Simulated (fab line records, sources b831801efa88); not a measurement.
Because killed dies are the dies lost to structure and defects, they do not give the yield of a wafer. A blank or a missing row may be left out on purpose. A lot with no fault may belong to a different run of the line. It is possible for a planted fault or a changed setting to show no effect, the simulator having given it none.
Shared-tool check / flow gf180mcu / Sampled: 13 lots, 39 wafers

THE REASON FOR OPENING IT
2 of 13 lots carry a flag on the reading HV_LDD_TW at GF_HV_LDD_TW_MEAS_11. Wafers without a fault read 2441, standard deviation 28.
Rule: flag the lot when none of its wafers has a number, or when each of its wafers that has one lies beyond 4 standard deviations from that mean. All remaining lots are regarded as sound.

lot=L979; measured=day 10 00:34; on=film metro-02; HV_LDD_TW, wafer by wafer=2393 2390 2399; flag=
lot=L981; measured=day 10 16:01; on=film metro-01; HV_LDD_TW, wafer by wafer=2438 2444 2449; flag=
lot=L982; measured=day 10 19:02; on=film metro-01; HV_LDD_TW, wafer by wafer=2446 2452 2437; flag=
lot=L983; measured=day 11 07:06; on=film metro-03; HV_LDD_TW, wafer by wafer=2467 2476 2473; flag=
lot=L989; measured=day 13 03:26; on=film metro-03; HV_LDD_TW, wafer by wafer=2923 2933 2930; flag=FLAGGED
lot=L992; measured=day 14 00:31; on=film metro-01; HV_LDD_TW, wafer by wafer=2886 2873 2871; flag=FLAGGED
lot=L994; measured=day 14 12:15; on=film metro-01; HV_LDD_TW, wafer by wafer=2439 2441 2430; flag=
lot=L995; measured=day 14 20:32; on=film metro-02; HV_LDD_TW, wafer by wafer=2404 2405 2413; flag=
lot=L997; measured=day 15 12:53; on=film metro-03; HV_LDD_TW, wafer by wafer=2489 2477 2466; flag=
lot=L998; measured=day 15 18:54; on=film metro-01; HV_LDD_TW, wafer by wafer=2432 2424 2419; flag=
lot=L999; measured=day 16 04:30; on=film metro-03; HV_LDD_TW, wafer by wafer=2471 2462 2467; flag=
lot=L100; measured=day 16 10:38; on=film metro-01; HV_LDD_TW, wafer by wafer=2427 2441 2431; flag=
lot=L102; measured=day 16 23:02; on=film metro-03; HV_LDD_TW, wafer by wafer=2469 2462 2474; flag=
Average over the flagged lots: 2903; offset from the usual +462, equal to +16 standard deviations.

WHICH TOOL RAN EACH LOT
2 process steps preceding the reading are held in the record, out of 602 steps in the route. Every cell lists first the tool, next ch and the chambers used by the sampled wafers, and last the start.
lot=L979; flag=; GF_POLY_GATE_STRIP_14=plasma asher-03 ch 0,1, day 9 04:35; GF_HV_LDD_IMPLANT_09=implanter-01 ch 0, day 10 00:20
lot=L981; flag=; GF_POLY_GATE_STRIP_14=plasma asher-02 ch 0,1, day 9 20:40; GF_HV_LDD_IMPLANT_09=implanter-02 ch 0, day 10 15:47
lot=L982; flag=; GF_POLY_GATE_STRIP_14=plasma asher-03 ch 0,1, day 9 22:17; GF_HV_LDD_IMPLANT_09=implanter-02 ch 0, day 10 18:48
lot=L983; flag=; GF_POLY_GATE_STRIP_14=plasma asher-03 ch 0,1, day 10 11:05; GF_HV_LDD_IMPLANT_09=implanter-01 ch 0, day 11 06:53
lot=L989; flag=FLAGGED; GF_POLY_GATE_STRIP_14=plasma asher-03 ch 0,1, day 12 05:44; GF_HV_LDD_IMPLANT_09=implanter-03 ch 0, day 13 02:53
lot=L992; flag=FLAGGED; GF_POLY_GATE_STRIP_14=plasma asher-01 ch 0,1, day 13 02:18; GF_HV_LDD_IMPLANT_09=implanter-02 ch 0, day 13 23:50
lot=L994; flag=; GF_POLY_GATE_STRIP_14=plasma asher-03 ch 0,1, day 13 14:33; GF_HV_LDD_IMPLANT_09=implanter-03 ch 0, day 14 12:01
lot=L995; flag=; GF_POLY_GATE_STRIP_14=plasma asher-03 ch 0,1, day 13 21:48; GF_HV_LDD_IMPLANT_09=implanter-02 ch 0, day 14 20:17
lot=L997; flag=; GF_POLY_GATE_STRIP_14=plasma asher-01 ch 0,1, day 14 13:06; GF_HV_LDD_IMPLANT_09=implanter-03 ch 0, day 15 12:39
lot=L998; flag=; GF_POLY_GATE_STRIP_14=plasma asher-01 ch 0,1, day 14 19:24; GF_HV_LDD_IMPLANT_09=implanter-02 ch 0, day 15 18:36
lot=L999; flag=; GF_POLY_GATE_STRIP_14=plasma asher-03 ch 0,1, day 15 04:47; GF_HV_LDD_IMPLANT_09=implanter-01 ch 0, day 16 04:16
lot=L100; flag=; GF_POLY_GATE_STRIP_14=plasma asher-02 ch 0,1, day 15 10:56; GF_HV_LDD_IMPLANT_09=implanter-02 ch 0, day 16 10:23
lot=L102; flag=; GF_POLY_GATE_STRIP_14=plasma asher-03 ch 0,1, day 15 22:38; GF_HV_LDD_IMPLANT_09=implanter-01 ch 0, day 16 22:47
What these steps do:
- GF_POLY_GATE_STRIP_14: strips in O2/N2.
- GF_HV_LDD_IMPLANT_09
- GF_HV_LDD_TW_MEAS_11

FLAGGED AGAINST TOTAL, ONE TOOL AT A TIME (gauges that did the reading follow at the end)
step=GF_POLY_GATE_STRIP_14; tool=plasma asher-01; lots run=3; flagged=1; share of the flagged lots=some; sound lots run after its first flagged lot=2 (L997,L998)
step=GF_POLY_GATE_STRIP_14; tool=plasma asher-02; lots run=2; flagged=0; share of the flagged lots=none; sound lots run after its first flagged lot=-
step=GF_POLY_GATE_STRIP_14; tool=plasma asher-03; lots run=8; flagged=1; share of the flagged lots=some; sound lots run after its first flagged lot=4 (L994,L995,L999,L102)
step=GF_HV_LDD_IMPLANT_09; tool=implanter-01; lots run=4; flagged=0; share of the flagged lots=none; sound lots run after its first flagged lot=-
step=GF_HV_LDD_IMPLANT_09; tool=implanter-02; lots run=6; flagged=1; share of the flagged lots=some; sound lots run after its first flagged lot=3 (L995,L998,L100)
step=GF_HV_LDD_IMPLANT_09; tool=implanter-03; lots run=3; flagged=1; share of the flagged lots=some; sound lots run after its first flagged lot=2 (L994,L997)
step=GF_HV_LDD_TW_MEAS_11; tool=film metro-01; lots run=6; flagged=1; share of the flagged lots=some; sound lots run after its first flagged lot=3 (L994,L998,L100)
step=GF_HV_LDD_TW_MEAS_11; tool=film metro-02; lots run=2; flagged=0; share of the flagged lots=none; sound lots run after its first flagged lot=-
step=GF_HV_LDD_TW_MEAS_11; tool=film metro-03; lots run=5; flagged=1; share of the flagged lots=some; sound lots run after its first flagged lot=3 (L997,L999,L102)

WHAT IS ALLOWED BY THE TABLE
No row of the table ran every flagged lot.

WHAT THE SIMULATOR PUT IN
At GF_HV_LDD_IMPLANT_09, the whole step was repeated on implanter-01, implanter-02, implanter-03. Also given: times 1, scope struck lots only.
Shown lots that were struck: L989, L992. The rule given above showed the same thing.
